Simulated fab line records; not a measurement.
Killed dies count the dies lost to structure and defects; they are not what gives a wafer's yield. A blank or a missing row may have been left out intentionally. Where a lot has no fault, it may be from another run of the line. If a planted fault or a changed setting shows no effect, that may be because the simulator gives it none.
Split-lot experiment :: flow sfqLine :: 23 wafers read from 5 lots, route of 325 steps

## THE SPLIT ITSELF
At SFQ_TRILAYER_M8_DEP_EVAP_196 (material Au, target thk 180 nm, time 900 s), the setting timeS was moved away from the recipe's 900 s on 8 of the 23 wafers read, by -12.4% to -4.0%. The other wafers ran this setting at the recipe's value.

## BETWEEN THE SPLIT AND THE READING: the file shows 1 step in between
- SFQ_M8_RS_MEAS_949: measures by four-point-probe

## THE READING
M8_AU_THK, in nm, at SFQ_M8_THK_MEAS_950 (measures by xrf). A value of 178.7 nm with a standard deviation of 2.3 nm is what fault-free wafers of this fab line usually give.

wafer: L074.1
tool, chamber at the split: pvdSputter-02, -
timeS as run, s: 788
against the recipe: -12.4%
M8_AU_THK, nm: 157.8
against lot-mates on the recipe: -21.8

wafer: L074.2
tool, chamber at the split: pvdSputter-02, -
timeS as run, s: 788
against the recipe: -12.4%
M8_AU_THK, nm: 156.8
against lot-mates on the recipe: -22.8

wafer: L074.3
tool, chamber at the split: pvdSputter-02, -
timeS as run, s: 900
against the recipe: recipe
M8_AU_THK, nm: 180.6
against lot-mates on the recipe: -

wafer: L074.4
tool, chamber at the split: pvdSputter-02, -
timeS as run, s: 900
against the recipe: recipe
M8_AU_THK, nm: 180.2
against lot-mates on the recipe: -

wafer: L074.5
tool, chamber at the split: pvdSputter-02, -
timeS as run, s: 900
against the recipe: recipe
M8_AU_THK, nm: 177.9
against lot-mates on the recipe: -

wafer: L075.1
tool, chamber at the split: pvdSputter-01, -
timeS as run, s: 900
against the recipe: recipe
M8_AU_THK, nm: 181.6
against lot-mates on the recipe: -

wafer: L075.3
tool, chamber at the split: pvdSputter-01, -
timeS as run, s: 900
against the recipe: recipe
M8_AU_THK, nm: 179.8
against lot-mates on the recipe: -

wafer: L075.4
tool, chamber at the split: pvdSputter-01, -
timeS as run, s: 900
against the recipe: recipe
M8_AU_THK, nm: 179.2
against lot-mates on the recipe: -

wafer: L075.5
tool, chamber at the split: pvdSputter-01, -
timeS as run, s: 900
against the recipe: recipe
M8_AU_THK, nm: 180.1
against lot-mates on the recipe: -

wafer: L075.6
tool, chamber at the split: pvdSputter-01, -
timeS as run, s: 900
against the recipe: recipe
M8_AU_THK, nm: 179.6
against lot-mates on the recipe: -

wafer: L079.1
tool, chamber at the split: pvdSputter-01, -
timeS as run, s: 900
against the recipe: recipe
M8_AU_THK, nm: 177.8
against lot-mates on the recipe: -

wafer: L079.2
tool, chamber at the split: pvdSputter-01, -
timeS as run, s: 900
against the recipe: recipe
M8_AU_THK, nm: 179.3
against lot-mates on the recipe: -

wafer: L079.5
tool, chamber at the split: pvdSputter-01, -
timeS as run, s: 900
against the recipe: recipe
M8_AU_THK, nm: 177.2
against lot-mates on the recipe: -

wafer: L082.1
tool, chamber at the split: pvdSputter-02, -
timeS as run, s: 864.4
against the recipe: -4.0%
M8_AU_THK, nm: 175.3
against lot-mates on the recipe: -4.9

wafer: L082.2
tool, chamber at the split: pvdSputter-02, -
timeS as run, s: 864.4
against the recipe: -4.0%
M8_AU_THK, nm: 171.2
against lot-mates on the recipe: -9.1

wafer: L082.4
tool, chamber at the split: pvdSputter-02, -
timeS as run, s: 900
against the recipe: recipe
M8_AU_THK, nm: 178.4
against lot-mates on the recipe: -

wafer: L082.5
tool, chamber at the split: pvdSputter-02, -
timeS as run, s: 864.4
against the recipe: -4.0%
M8_AU_THK, nm: 171.0
against lot-mates on the recipe: -9.2

wafer: L082.6
tool, chamber at the split: pvdSputter-02, -
timeS as run, s: 900
against the recipe: recipe
M8_AU_THK, nm: 182.1
against lot-mates on the recipe: -

wafer: L085.1
tool, chamber at the split: pvdSputter-01, -
timeS as run, s: 824.8
against the recipe: -8.4%
M8_AU_THK, nm: 167.7
against lot-mates on the recipe: -14.1

wafer: L085.2
tool, chamber at the split: pvdSputter-01, -
timeS as run, s: 824.8
against the recipe: -8.4%
M8_AU_THK, nm: 168.1
against lot-mates on the recipe: -13.7

wafer: L085.4
tool, chamber at the split: pvdSputter-01, -
timeS as run, s: 900
against the recipe: recipe
M8_AU_THK, nm: 181.3
against lot-mates on the recipe: -

wafer: L085.5
tool, chamber at the split: pvdSputter-01, -
timeS as run, s: 900
against the recipe: recipe
M8_AU_THK, nm: 182.2
against lot-mates on the recipe: -

wafer: L085.6
tool, chamber at the split: pvdSputter-01, -
timeS as run, s: 824.8
against the recipe: -8.4%
M8_AU_THK, nm: 167.5
against lot-mates on the recipe: -14.2

FIT RESULTS
A straight line over all 23 wafers: M8_AU_THK changes by +1.68 nm for each +1% of timeS; r = +0.97; the points scatter about the line by 1.8 nm.
The same after taking each lot's own level away (the mean of its wafers on the recipe; 23 wafers): +1.75 nm for each +1%; r = +0.99; scatter 1.3 nm.
On that fit, the largest move of timeS shifts the reading by 22 nm.
Across the lots, their own levels run from 178.10 to 181.75 nm, a range of 1.6 times the standard deviation given above.
The two slopes agree, so the slope changes little with the lot-to-lot level.
Check: for one of the wafers moved furthest among these (-12.4%), held out of the fit, the line's prediction against its lot-mates is -21.9 nm. Against them it came out at -21.8 nm.

## THE WHOLE CHAIN: every reading that the file lists as answering this split, in the file's order
step: SFQ_TRILAYER_M8_DEP_EVAP_196
what it does: material Au, target thk 180 nm, time 900 s
reading: Au_of_TRILAYER_M8_DEP_EVAP_196.thkNm (the simulator's own value, which no gauge read)
change (the file's fit): +1.83 nm for each +1% of the setting
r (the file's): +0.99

step: SFQ_M8_RS_MEAS_949
what it does: measures by four-point-probe
reading: M8_AU_RS
change (the file's fit): -0.00174 for each +1% of the setting
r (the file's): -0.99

step: SFQ_M8_THK_MEAS_950
what it does: measures by xrf
reading: M8_AU_THK
change (the file's fit): +1.76 for each +1% of the setting
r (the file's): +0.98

## FILE'S OWN FIT
M8_AU_THK changes by +1.76 nm for each +1% of timeS, r = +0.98.
